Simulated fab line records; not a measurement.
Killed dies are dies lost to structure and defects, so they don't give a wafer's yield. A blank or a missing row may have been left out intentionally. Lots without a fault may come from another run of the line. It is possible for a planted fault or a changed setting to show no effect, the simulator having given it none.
fab line records	flow gf180mcu	part 2 of 2: steps 24 to 32 of 32
[record] lots = 5	wafers = 15	lastDay = 34
route steps=602 shown VT_IMPLANT@98
lots that met no fault: taken from a fault-free run of the same line
startH: start of the lot's first displayed wafer, in hours after the record's first day	waitH: hours since the lot's step before	" repeats the value in the row above	L1.1+2: a row that stands for several wafers	- no value present, or no start provided	* or withheld: withheld	< > ~ a bound
route shown NAME@n: NAME is a module with steps in the file, n the number in the route of the first one	usual: the fault-free wafers' mean and standard deviation	same: alike in all rows	chamber/n: place in a boat	sites: the reading at each site	_std_site: their standard deviation	_edge_site: inner sites' mean taken away from outer sites' mean	radiusMm: how far each site lies from the wafer's centre	mask NAME#n: copy n	behind: tool/chamber where the wafer was last shaped	hold: reason for holding the lot/hours on hold/outcome of the hold	device: the n, p or np transistor that did not switch	end of line: tests of these same wafers at the route's end	a step with no rows: only its recipe	killed: at the first sort, the dies lost to defects and structure; wafer yield is something else	map: per-die view of a wafer (x killed, . not killed, _ where there is no die)
set.NAME: the run value of the setting; set.NAME@STEP: its run value at that earlier step	model.NAME: the simulator's own value behind a step, which no gauge read
a table for each step, a row for each wafer; lots at some steps of the route
services: when a tool's chamber went out of use (startH, in hours from the record's first day, below 0 if earlier), for how many hours, and the reason
[[steps]]
[step GF_VT_IMPLANT_STRIP_31]
[recipe] chemistry = O2/N2	powerW = 1400	pressureMtorr = 1500	platenTempC = 250	o2FlowSccm = 3000	n2FlowSccm = 300	overashFraction = 0.5
[usual] drypumpMotorCurrentA = 5.5/0.4	heaterPowerW = 335/20	n2FlowSccm = 300.2/0.91	oesProductAu = 0.716/0.0044	stripTimeToEndpointS = 12.64/0.034
lot.wafer	tool	chamber	startH	waitH	drypumpMotorCurrentA	heaterPowerW	n2FlowSccm	oesProductAu	rfHoursCounterH	stripTimeToEndpointS
L077.2	plasmaAsher-02	1	161.86	0.1	5.4	350	299.3	0.709	5	12.62
L077.4	"	1	"	"	5.4	344	300.3	0.722	-	12.65
L077.6	"	0	"	"	5.4	320	301.3	0.716	-	12.65
L082.1	plasmaAsher-02	1	197.96	0.1	5.3	353	300.3	0.720	9	12.66
L082.3	"	1	"	"	5.3	332	299.9	0.715	-	12.63
L082.4	"	0	"	"	5.4	329	299.7	0.713	-	12.58
L089.1	plasmaAsher-04	0	242.66	0.1	5.0	356	299.5	0.718	62	12.68
L089.2	"	1	"	"	6.6	316	299.6	0.717	62	12.69
L089.3	"	1	"	"	6.6	322	301.2	0.720	-	12.67
L090.1	plasmaAsher-02	1	246.21	0.1	5.3	354	299.8	0.718	14	12.59
L090.5	"	1	"	"	5.3	349	300.4	0.715	-	12.60
L090.6	"	0	"	"	5.4	332	300.5	0.718	-	12.67
L097.1	plasmaAsher-02	0	294.61	0.1	5.4	320	301.5	0.720	19	12.60
L097.3	"	0	"	"	5.4	323	300.8	0.721	-	12.54
L097.5	"	1	"	"	5.4	350	301.1	0.707	-	12.57
[step GF_VT_IMPLANT_TW_MEAS_32]
[usual] VT_IMPLANT_3_TW = 270.5/1
lot.wafer	tool	chamber	startH	waitH	VT_IMPLANT_3_TW
L077.2	filmMetro-03	-	161.97	0.1	271.2
L077.4	"	-	"	"	271.2
L077.6	"	-	"	"	271.3
L082.1	filmMetro-02	-	198.06	0.1	270.9
L082.3	"	-	"	"	270.8
L082.4	"	-	"	"	271.0
L089.1	filmMetro-03	-	242.76	0.1	271.3
L089.2	"	-	"	"	271.2
L089.3	"	-	"	"	271.1
L090.1	filmMetro-03	-	246.31	0.1	271.8
L090.5	"	-	"	"	271.0
L090.6	"	-	"	"	271.0
L097.1	filmMetro-03	-	294.71	0.1	270.2
L097.3	"	-	"	"	269.2
L097.5	"	-	"	"	269.5
[step GF_VT_IMPLANT_DEHYDRATE_33]
[recipe] tempC = 200	timeS = 60
[usual] exhaustPa = 44.7/0.95
lot.wafer	tool	chamber	startH	waitH	exhaustPa
L077.2	lithoTrack-03	0	169.70	7.7	43.3
L077.4	"	0	"	"	43.9
L077.6	"	0	"	"	42.6
L082.1	lithoTrack-03	0	206.48	8.4	45.5
L082.3	"	0	"	"	45.1
L082.4	"	0	"	"	44.9
L089.1	lithoTrack-04	0	251.42	8.7	43.9
L089.2	"	0	"	"	43.6
L089.3	"	0	"	"	44.2
L090.1	lithoTrack-04	0	254.97	8.6	45.3
L090.5	"	0	"	"	46.0
L090.6	"	0	"	"	44.6
L097.1	lithoTrack-03	0	303.98	9.3	43.6
L097.3	"	0	"	"	44.1
L097.5	"	0	"	"	42.9
[step GF_VT_IMPLANT_HMDS_34]
[recipe] primeTimeS = 60	primeTempC = 120
[usual] exhaustPa = 45.1/0.84	primeTempC = 119.99/0.14
lot.wafer	tool	chamber	startH	waitH	exhaustPa	primeTempC
L077.2	lithoTrack-03	0	169.85	0.1	44.7	119.99
L077.4	"	0	"	"	45.3	119.94
L077.6	"	0	"	"	44.8	119.93
L082.1	lithoTrack-03	0	206.63	0.1	45.5	120.09
L082.3	"	0	"	"	45.0	120.22
L082.4	"	0	"	"	45.2	120.19
L089.1	lithoTrack-04	0	251.57	0.1	45.2	120.33
L089.2	"	0	"	"	45.3	120.25
L089.3	"	0	"	"	44.8	119.91
L090.1	lithoTrack-04	0	255.12	0.1	44.3	119.86
L090.5	"	0	"	"	44.6	119.68
L090.6	"	0	"	"	45.4	119.79
L097.1	lithoTrack-03	0	304.13	0.1	43.9	119.92
L097.3	"	0	"	"	44.0	120.03
L097.5	"	0	"	"	44.7	120.04
[step GF_VT_IMPLANT_COAT_35]
[recipe] resist = NOVOLAK	spinRpm = 3000	resistThkNm = 1000
[usual] dispensePressureKPa = 52.1/0.86	exhaustPa = 45.0/0.77
lot.wafer	tool	chamber	startH	waitH	dispensePressureKPa	exhaustPa
L077.2	lithoTrack-03	0	170.00	0.1	51.2	45.4
L077.4	"	0	"	"	51.2	43.7
L077.6	"	0	"	"	51.2	44.8
L082.1	lithoTrack-03	0	206.78	0.1	51.2	45.1
L082.3	"	0	"	"	51.2	44.8
L082.4	"	0	"	"	51.2	44.4
L089.1	lithoTrack-04	0	251.72	0.1	52.8	44.1
L089.2	"	0	"	"	52.8	43.2
L089.3	"	0	"	"	52.8	44.4
L090.1	lithoTrack-04	0	255.27	0.1	52.8	45.3
L090.5	"	0	"	"	52.8	45.4
L090.6	"	0	"	"	52.9	46.5
L097.1	lithoTrack-03	0	304.28	0.1	51.2	44.9
L097.3	"	0	"	"	51.2	44.4
L097.5	"	0	"	"	51.2	44.4
[step GF_VT_IMPLANT_SOFTBAKE_36]
[recipe] tempC = 90	timeS = 60	resist = NOVOLAK
[usual] exhaustPa = 45.1/0.91
lot.wafer	tool	chamber	startH	waitH	exhaustPa
L077.2	lithoTrack-03	0	170.15	0.1	45.8
L077.4	"	0	"	"	44.7
L077.6	"	0	"	"	45.4
L082.1	lithoTrack-03	0	206.93	0.1	44.6
L082.3	"	0	"	"	44.0
L082.4	"	0	"	"	43.6
L089.1	lithoTrack-04	0	251.87	0.1	45.2
L089.2	"	0	"	"	46.4
L089.3	"	0	"	"	45.8
L090.1	lithoTrack-04	0	255.42	0.1	44.9
L090.5	"	0	"	"	44.7
L090.6	"	0	"	"	44.0
L097.1	lithoTrack-03	0	304.43	0.1	45.1
L097.3	"	0	"	"	45.6
L097.5	"	0	"	"	46.0
[step GF_VT_IMPLANT_EXPOSE_37]
[recipe] maskId = Nwell_HV_AREA	targetCdNm = 860	na = 0.6	sourceShape = conventional	sigmaOuter = 0.6	doseMj = 140
[usual] focusOffsetNm = 0.1/0.53
lot.wafer	tool	chamber	startH	waitH	mask	focusOffsetNm
L077.2	ilineStepper-01	0	-	-	Nwell_HV_AREA#0	0.0
L077.4	"	0	"	"	Nwell_HV_AREA#0	0.5
L077.6	"	0	"	"	Nwell_HV_AREA#0	0.1
L082.1	ilineStepper-01	0	-	-	Nwell_HV_AREA#0	0.2
L082.3	"	0	"	"	Nwell_HV_AREA#0	1.0
L082.4	"	0	"	"	Nwell_HV_AREA#0	0.7
L089.1	ilineStepper-01	0	-	-	Nwell_HV_AREA#0	0.8
L089.2	"	0	"	"	Nwell_HV_AREA#0	0.5
L089.3	"	0	"	"	Nwell_HV_AREA#0	-0.1
L090.1	ilineStepper-01	0	-	-	Nwell_HV_AREA#0	0.5
L090.5	"	0	"	"	Nwell_HV_AREA#0	0.4
L090.6	"	0	"	"	Nwell_HV_AREA#0	1.2
L097.1	ilineStepper-02	0	-	-	Nwell_HV_AREA#0	-0.9
L097.3	"	0	"	"	Nwell_HV_AREA#0	0.3
L097.5	"	0	"	"	Nwell_HV_AREA#0	-0.5
[step GF_VT_IMPLANT_PEB_38]
[recipe] tempC = withheld	timeS = *	resist = NOVOLAK
[usual] exhaustPa = 45.0/0.91
lot.wafer	tool	chamber	startH	waitH	exhaustPa
L077.2	lithoTrack-04	0	-	-	44.6
L077.4	"	0	"	"	43.5
L077.6	"	0	"	"	44.0
L082.1	lithoTrack-04	0	-	-	45.4
L082.3	"	0	"	"	46.1
L082.4	"	0	"	"	45.1
L089.1	lithoTrack-01	0	-	-	45.3
L089.2	"	0	"	"	44.7
L089.3	"	0	"	"	44.6
L090.1	lithoTrack-01	0	-	-	44.3
L090.5	"	0	"	"	44.3
L090.6	"	0	"	"	44.8
L097.1	lithoTrack-01	0	-	-	46.6
L097.3	"	0	"	"	45.6
L097.5	"	0	"	"	46.0
[step GF_VT_IMPLANT_DEVELOP_39]
[recipe] developTimeS = 60	devTempC = 23
[usual] exhaustPa = 45.0/0.88
[same] developTimeS = 60
lot.wafer	tool	chamber	startH	waitH	exhaustPa
L077.2	lithoTrack-04	0	178.30	0.1	43.9
L077.4	"	0	"	"	43.9
L077.6	"	0	"	"	45.0
L082.1	lithoTrack-04	0	215.32	0.1	44.7
L082.3	"	0	"	"	46.3
L082.4	"	0	"	"	46.5
L089.1	lithoTrack-01	0	261.49	0.1	43.9
L089.2	"	0	"	"	45.7
L089.3	"	0	"	"	43.5
L090.1	lithoTrack-01	0	265.29	0.1	45.8
L090.5	"	0	"	"	44.1
L090.6	"	0	"	"	44.3
L097.1	lithoTrack-01	0	314.79	0.1	45.6
L097.3	"	0	"	"	46.3
L097.5	"	0	"	"	46.5
[[services]]
tool	chamber	startH	hours	kind
plasmaAsher-04	-	105.91	2.4	repair
plasmaAsher-02	-	108.75	9.0	pm
plasmaAsher-04	-	132.98	3.7	repair
implanter-02	-	140.71	4.2	pm
plasmaAsher-02	-	143.14	4.3	pm
implanter-01	-	148.13	3.2	repair
ilineStepper-02	-	156.59	4.3	pm
implanter-03	-	193.77	0.7	repair
ilineStepper-01	-	195.74	4.4	pm
plasmaAsher-04	-	199.93	6.0	repair
ilineStepper-02	-	204.18	2.5	repair
implanter-02	-	209.79	12.2	repair
ilineStepper-01	-	210.50	1.7	pm
implanter-02	-	226.64	1.8	repair
plasmaAsher-04	-	243.77	3.0	repair
plasmaAsher-04	-	257.94	9.0	repair
implanter-02	-	262.82	0.5	repair
implanter-03	-	269.16	44.1	repair
plasmaAsher-02	-	271.92	0.8	repair
ilineStepper-02	-	277.57	2.8	repair
ilineStepper-02	-	294.33	1.3	repair
implanter-03	-	295.48	9.5	repair
ilineStepper-02	-	304.88	1.7	pm
plasmaAsher-04	-	307.99	5.2	repair
